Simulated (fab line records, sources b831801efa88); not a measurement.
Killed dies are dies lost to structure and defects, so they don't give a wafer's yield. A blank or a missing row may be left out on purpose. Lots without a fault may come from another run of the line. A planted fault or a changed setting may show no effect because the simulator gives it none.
A struck lot beside a sound one | flow sky130 | 17 steps out of a route of 708
Sound: wafers L875.1, L875.5, L875.6. Struck: wafer L881.1. (L881.5, L881.6 of the same lot were not struck and are left out.) The cause comes at the end.
At each step with rows: each side's tool, then ch and its chambers, then its first start. Under that, the readings that differ: sound wafers | struck wafers | difference of the means | sigmas: that difference in standard deviations of wafers without a fault.
alike: readings whose means differ by less than 2 such deviations, and words and numbers that are the same on both sides. not compared: withheld readings, readings that some wafer has no value for, bounds like >300 that may hide the same value, and numbers for which the record gives no deviation and whose values overlap.
The two part at a step that has a row with sigmas, a row that says differs or no value, or rows on one side only. Numbers that don't overlap but have no deviation are shown without sigmas and don't part them. A reading that every wafer of one side lacks parts them only if that side has two wafers or more.

first, 1 step without rows for these wafers: SKY_NWELL_IMPLANT_24.
SKY_NWELL_STRIP_25: strips in O2/N2.
  sound on plasma_asher-04 ch 0,1, day 6 22:03; struck on plasma_asher-03 ch 1, day 8 17:21
  alike: drypump_motor_current_A, n2_flow_sccm, o2_flow_sccm, oes_product_au, strip_time_to_endpoint_s
  not compared: rf_hours_counter_h
SKY_NWELL_TW_MEAS_26:
  sound on film_metro-03, day 6 22:09; struck on film_metro-01, day 8 17:27
  alike: NWELL_2_TW
then, 1 step without rows for these wafers: SKY_NWELL_CLEAN_27 (cleans in SC1/SC2, time 150 s).
SKY_NWELL_RTA_28: time 30 s.
  sound on rtp_anneal-01 ch 0, day 6 22:16; struck on rtp_anneal-01 ch 0, day 8 17:34
  reading          | sound                | struck | difference | sigmas
  wafer_temp_C_max | 1057.3 1054.1 1056.2 | 1053.3 | -2.6       | -3
  alike: lamp_power_pct
SKY_NWELL_RS_MEAS_29: measures by four-point-probe.
  sound on film_metro-01, day 6 22:22; struck on film_metro-03, day 8 17:40
  alike: NWELL_RS
SKY_NWELL_RS_MEAS_31: measures by four-point-probe.
  sound on film_metro-01, day 6 22:36; struck on film_metro-03, day 8 17:54
  alike: PWDE_RS
then, 4 steps without rows for these wafers: SKY_VT_ADJUST_HVTP_DEHYDRATE_00 (time 60 s); SKY_VT_ADJUST_HVTP_HMDS_01 (prime time 60 s); SKY_VT_ADJUST_HVTP_COAT_02 (resist thk 1140 nm); SKY_VT_ADJUST_HVTP_SOFTBAKE_03 (time 60 s).
SKY_VT_ADJUST_HVTP_EXPOSE_04: exposes mask HVTPM, target cd 380 nm.
  sound on iline_stepper-02 ch 0, day 7 07:58; struck on iline_stepper-01 ch 0, day 9 04:31
  alike: mask
then, 2 steps without rows for these wafers: SKY_VT_ADJUST_HVTP_PEB_05; SKY_VT_ADJUST_HVTP_DEVELOP_06 (develop time 60 s).
SKY_VT_ADJUST_HVTP_CD_MEAS_07: target cd 380 nm.
  sound on cd_sem-01, day 7 17:56; struck on cd_sem-02, day 9 15:04
  reading    | sound             | struck | difference | sigmas
  cd_nm (nm) | 377.2 375.0 374.7 | 369.9  | -5.7       | -2
SKY_VT_ADJUST_HVTP_OVL_MEAS_08:
  sound on overlay-01, day 7 18:04; struck on overlay-02, day 9 15:11
  alike: VT_ADJUST_HVTP_OVL
-- the record jumps here: 40 days lie between the struck wafers' starts before and after (it left off in module VT_ADJUST_HVTP and takes up again in module PAD_OPEN, whose first step shown is number 708 of the route) --
SKY_PAD_OPEN_PROBE_99:
  the record has rows for the struck wafers here (prober-02, day 49 03:23) and none for the sound ones

WHERE THEY PART
First at SKY_NWELL_RTA_28; last, within this record, at SKY_PAD_OPEN_PROBE_99.

WHY: what the simulator had put in
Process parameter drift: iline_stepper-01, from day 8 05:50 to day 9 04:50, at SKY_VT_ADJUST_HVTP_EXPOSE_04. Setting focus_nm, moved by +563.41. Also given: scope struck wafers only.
